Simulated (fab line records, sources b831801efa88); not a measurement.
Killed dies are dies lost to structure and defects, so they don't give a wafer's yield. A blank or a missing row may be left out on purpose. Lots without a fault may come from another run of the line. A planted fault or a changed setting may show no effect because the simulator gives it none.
Which tool did it? | flow gf180mcu | 14 lots, 42 wafers sampled, at 3 steps of a route of 602

WHAT THE GAUGES READ, wafer by wafer
GF_DUAL_GATE_OVL_MEAS_11.
lot  | measured     | on         | DUAL_GATE_OVL (nm)
L469 | day 8 08:44  | overlay-02 | 3.9 4.0 2.9
L470 | day 8 21:05  | overlay-02 | 0.0 0.8 1.0
L473 | day 9 18:02  | overlay-02 | 2.1 3.3 2.4
L474 | day 10 03:59 | overlay-02 | 4.2 1.0 3.0
L476 | day 10 11:14 | overlay-01 | 2.9 2.1 1.8
L482 | day 12 06:19 | overlay-02 | 2.3 2.4 1.1
L484 | day 12 18:13 | overlay-01 | 3.0 2.5 1.8
L485 | day 13 02:17 | overlay-01 | 0.5 0.9 2.4
L487 | day 13 16:31 | overlay-01 | 1.0 1.3 1.2
L488 | day 14 01:16 | overlay-01 | -0.1 0.1 -0.7
L489 | day 14 05:28 | overlay-01 | 2.7 2.4 3.2
L490 | day 14 13:40 | overlay-02 | 2.9 2.6 1.1
L491 | day 14 20:53 | overlay-01 | 5.5 2.6 2.9
L492 | day 15 05:25 | overlay-02 | 1.3 1.5 1.8

GF_SALICIDE_THK_MEAS_05: measures by xrf.
lot  | measured     | on            | SALICIDE_TIN_THK (nm)
L469 | day 15 03:16 | film_metro-02 | 19.72 19.83 19.36
L470 | day 15 23:14 | film_metro-03 | 19.75 20.17 19.25
L473 | day 17 00:59 | film_metro-02 | 19.87 20.15 19.90
L474 | day 17 14:55 | film_metro-02 | 20.09 20.04 20.03
L476 | day 17 22:41 | film_metro-03 | 19.86 19.71 19.90
L482 | day 20 05:38 | film_metro-02 | 19.92 20.00 19.79
L484 | day 20 19:46 | film_metro-03 | 20.17 19.85 20.08
L485 | day 21 04:43 | film_metro-03 | 19.67 19.78 19.58
L487 | day 21 19:44 | film_metro-02 | 19.76 20.00 20.19
L488 | day 22 04:30 | film_metro-03 | 19.99 20.00 20.14
L489 | day 22 12:09 | film_metro-02 | 19.74 20.10 20.27
L490 | day 23 00:14 | film_metro-02 | 20.08 20.47 19.98
L491 | day 23 03:49 | film_metro-03 | 19.94 20.04 19.78
L492 | day 23 13:14 | film_metro-02 | 20.32 19.97 20.34

WHICH TOOL RAN EACH LOT (tool, then ch and the chambers of the sampled wafers, then the start)
lot  | GF_MVSD_EXPOSE_04
L469 | iline_stepper-02 ch 0, day 4 04:34
L470 | iline_stepper-01 ch 0, day 4 13:09
L473 | iline_stepper-01, day 5 04:43
L474 | iline_stepper-02, day 5 15:29
L476 | iline_stepper-02 ch 0, day 5 21:46
L482 | iline_stepper-02 ch 0, day 7 07:02
L484 | iline_stepper-01 ch 0, day 7 18:18
L485 | iline_stepper-01 ch 0, day 8 00:02
L487 | iline_stepper-02 ch 0, day 8 12:39
L488 | iline_stepper-02 ch 0, day 8 18:35
L489 | iline_stepper-01 ch 0, day 8 22:48
L490 | iline_stepper-02 ch 0, day 9 04:59
L491 | iline_stepper-02 ch 0, day 9 10:38
L492 | iline_stepper-01 ch 0, day 9 17:51
- GF_MVSD_EXPOSE_04: exposes mask MVSD, target cd 1000 nm.

WHAT THE TOOLS THEMSELVES READ (means of the sampled wafers that have a number; where no wafer has one, the mark that the record gives instead)
GF_MVSD_EXPOSE_04.
lot  | tool             | exposure_dose_mJ_cm2 | focus_offset_nm (nm) | reticle_temp_C (C)
L469 | iline_stepper-02 | 260.25               | -0.1                 | 23.06
L470 | iline_stepper-01 | 259.78               | 0.0                  | 22.95
L473 | iline_stepper-01 | -                    | -                    | -
L474 | iline_stepper-02 | -                    | -                    | -
L476 | iline_stepper-02 | 260.02               | -0.1                 | 22.93
L482 | iline_stepper-02 | 260.13               | 0.3                  | 23.08
L484 | iline_stepper-01 | 260.06               | 0.3                  | 23.06
L485 | iline_stepper-01 | 259.65               | 0.2                  | 23.04
L487 | iline_stepper-02 | 260.12               | 0.0                  | 23.00
L488 | iline_stepper-02 | 259.73               | -0.5                 | 22.80
L489 | iline_stepper-01 | 260.06               | 0.7                  | 23.03
L490 | iline_stepper-02 | 260.21               | -0.3                 | 23.13
L491 | iline_stepper-02 | 259.90               | -0.3                 | 23.12
L492 | iline_stepper-01 | 259.96               | 0.1                  | 23.01

THE ANSWER, worked out from the rows above alone
Rule: what is usual is taken from the lots themselves. Put in order of their means at a reading, lots are off if they are a third of the lots or fewer, leave a main group of 4 or more, and stand apart from it by a gap of 3 or more times the standard deviation of the main group's means; of several such gaps the widest counts. A main group whose means are all the same, to the digits that the tables above print for the reading, isn't used. A lot without any number at a reading at which 4 lots or more have one is off too. The other lots that the step has rows for count as sound. The gauges are gone through in route order, then the tools' own readings, and for those a lot's mean is taken as printed above. The first step at which some lot is off is used, and at that step the reading that is off furthest; a lot without a number counts as furthest.
Off: L473, L474, at GF_MVSD_EXPOSE_04 (exposure_dose_mJ_cm2). Without a number there: L473, L474. The main group: mean 259.99, standard deviation 0.18.
A tool fits if, at that step or a process step before it, it ran every lot that is off, and no sound lot after the first of them. None of those tried fits.

WHAT THE SIMULATOR HAD PUT IN
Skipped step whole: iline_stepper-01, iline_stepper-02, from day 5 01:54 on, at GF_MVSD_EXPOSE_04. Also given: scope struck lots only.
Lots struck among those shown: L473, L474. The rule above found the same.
